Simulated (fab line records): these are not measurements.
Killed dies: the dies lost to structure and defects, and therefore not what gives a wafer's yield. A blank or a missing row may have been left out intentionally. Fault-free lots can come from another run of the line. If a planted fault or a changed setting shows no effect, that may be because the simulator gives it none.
A lot that was struck, set against a sound lot :: flow sfq-line :: 14 steps out of a route of 325
Sound: the wafers L782.2, L782.4, L782.5. The struck wafers were L774.2, L774.5, L774.6. The cause is named last.
Each step with rows lists, per side, the tool, then ch with its chambers, then its first start. Under that, the readings that differ: sound wafers :: struck wafers :: difference of the means :: sigmas: that difference in standard deviations of wafers without a fault.
alike: words and numbers the same on both sides, and readings whose means are apart by under 2 such deviations; not compared: readings that were withheld, readings missing a value for some wafer, numbers with overlapping values and no deviation given by the record, and bounds like >300 which may hide the same value.
A row with sigmas, a row that says differs or no value, or rows on one side alone: a step with any of these is where the two part. When numbers do not overlap yet have no deviation, they are printed without sigmas and do not part them. A reading missing from all wafers of one side parts the sides only when that side holds two or more wafers.

first, 6 steps without rows for these wafers: SFQ_TRILAYER_M4_LITHO_COAT_098 (resist thk 62 nm); SFQ_TRILAYER_M4_LITHO_COAT_093 (resist thk 600 nm); SFQ_TRILAYER_M4_LITHO_SOFTBAKE_097; SFQ_TRILAYER_M4_LITHO_EXPOSE_094 (exposes mask M4, target cd 500 nm); SFQ_TRILAYER_M4_LITHO_PEB_096 (peb time 60 s); SFQ_TRILAYER_M4_LITHO_DEVELOP_095 (time 60 s).
SFQ_M4_OVL_MEAS_926:
  sound on overlay-01 at day 62 19:03; struck on overlay-02 at day 59 11:17
  alike: M4_OVL
SFQ_TRILAYER_M4_BARC_OPEN_METAL_ETCH_123: etches BARC in O2, target depth 125 nm, time 41.7 s.
  sound on rie-metal-03 ch 0,1, day 62 19:05; struck on rie-metal-03 ch 0,1, day 59 11:19
  alike: drypump-motor-current-A, oes-product-au
  not compared: rf-hours-counter-h
SFQ_TRILAYER_M4_ETCH_METAL_ETCH_096: etches Nb in Cl2/Ar, stops on SiO2, target depth 240 nm, time 120 s.
  sound on rie-metal-03 ch 0,1, day 62 19:08; struck on rie-metal-03 ch 0,1, day 59 11:22
  alike: drypump-motor-current-A, oes-product-au
  not compared: rf-hours-counter-h
SFQ_TRILAYER_M4_STRIP_STRIP_097: strips in O2.
  sound on rie-metal-03 ch 0,1, day 62 19:16; struck on rie-metal-03 ch 0,1, day 59 11:30
  alike: drypump-motor-current-A, oes-product-au, platen-temp-c
  not compared: rf-hours-counter-h
then, 1 step without rows for these wafers: SFQ_TRILAYER_M4_STRIP_SOLV_CLEAN_098 (cleans in NMP, time 600 s).
SFQ_TRILAYER_I4_DEP_PECVD_099: deposits SiO2 from SiH4/N2O, time 111.11 s, target thk 500 nm.
  sound on pecvd-03 ch 0,1,2, day 62 20:03; struck on pecvd-01 ch 0,1, day 59 12:16
reading: rf-fwd-power-W (W)
sound: 181.7 182.6 182.7
struck: 152.4 153.0 154.2
difference: -29.1
sigmas: -44

reading: showerhead-vpp-V (V)
sound: 911 822 839
struck: 756 756 799
difference: -87
sigmas: -3

reading: model.SiO2_of_TRILAYER_I4_DEP_PECVD_099.thk-nm (nm)
sound: 485.6 492.2 499.7
struck: 474.1 481.8 475.5
difference: -15.4
sigmas: 
  alike: heater-power-w, throttle-valve-pct
SFQ_TRILAYER_I4_CMP_CMP_100: polishes SiO2.
  sound on cmp-02 ch 0,1, day 63 08:00; struck on cmp-02 ch 1,2,3, day 59 13:50
reading: time-to-endpoint-s (s)
sound: 205 217 222
struck: 198 200 198
difference: -16
sigmas: -2
  alike: motor-current-A
SFQ_I4_BOW_MEAS_927:
  sound on film-metro-02 at day 63 11:01; struck on film-metro-03 at day 59 15:51
  alike: I4_BOW

== WHERE THEY PART ==
Last at SFQ_TRILAYER_I4_CMP_CMP_100 as far as this record goes, first at SFQ_TRILAYER_I4_DEP_PECVD_099. Later steps at which nothing parts them and some readings are alike: SFQ_I4_BOW_MEAS_927.

WHY: whatever the simulator had introduced
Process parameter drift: pecvd-01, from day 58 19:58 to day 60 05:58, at SFQ_TRILAYER_I4_DEP_PECVD_099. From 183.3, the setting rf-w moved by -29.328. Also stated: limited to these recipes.
